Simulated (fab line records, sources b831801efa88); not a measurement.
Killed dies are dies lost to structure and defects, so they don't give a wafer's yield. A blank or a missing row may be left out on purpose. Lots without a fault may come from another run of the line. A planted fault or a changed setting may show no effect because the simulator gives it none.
Which tool did it? | flow sky130 | 6 lots, 17 wafers sampled, at 2 steps of a route of 708

WHAT THE GAUGES READ, wafer by wafer
SKY_VIA1_RS_MEAS_22: measures by four-point-probe.
lot  | measured     | on            | VIA1_W_RS (ohm/sq)
L768 | day 36 05:30 | film_metro-04 | 0.425 0.425 0.424
L770 | day 36 12:22 | film_metro-04 | 0.431 0.424 0.427
L771 | day 37 00:27 | film_metro-01 | 0.425 0.422 0.425
L777 | day 38 16:41 | film_metro-04 | 0.424 0.433
L785 | day 40 23:22 | film_metro-02 | 0.430 0.428 0.433
L788 | day 41 12:25 | film_metro-01 | 0.427 0.435 0.423

WHICH TOOL RAN EACH LOT (tool, then ch and the chambers of the sampled wafers, then the start)
lot  | SKY_VIA1_SPUTTER_20
L768 | pvd_sputter-04, day 36 05:21
L770 | pvd_sputter-02, day 36 12:13
L771 | pvd_sputter-04, day 37 00:17
L777 | pvd_sputter-02, day 38 16:32
L785 | pvd_sputter-04, day 40 23:10
L788 | pvd_sputter-04, day 41 12:13
- SKY_VIA1_SPUTTER_20: material TiN, target thk 20 nm, time 80 s.

THE ANSWER, worked out from the rows above alone
Rule: what is usual is taken from the lots themselves. Put in order of their means at a reading, lots are off if they are a third of the lots or fewer, leave a main group of 4 or more, and stand apart from it by a gap of 3 or more times the standard deviation of the main group's means; of several such gaps the widest counts. A main group whose means are all the same, to the digits that the tables above print for the reading, isn't used. A lot without any number at a reading at which 4 lots or more have one is off too. The other lots that the step has rows for count as sound.
No lot is off at any reading shown: from this, nothing can be told.

WHAT THE SIMULATOR HAD PUT IN
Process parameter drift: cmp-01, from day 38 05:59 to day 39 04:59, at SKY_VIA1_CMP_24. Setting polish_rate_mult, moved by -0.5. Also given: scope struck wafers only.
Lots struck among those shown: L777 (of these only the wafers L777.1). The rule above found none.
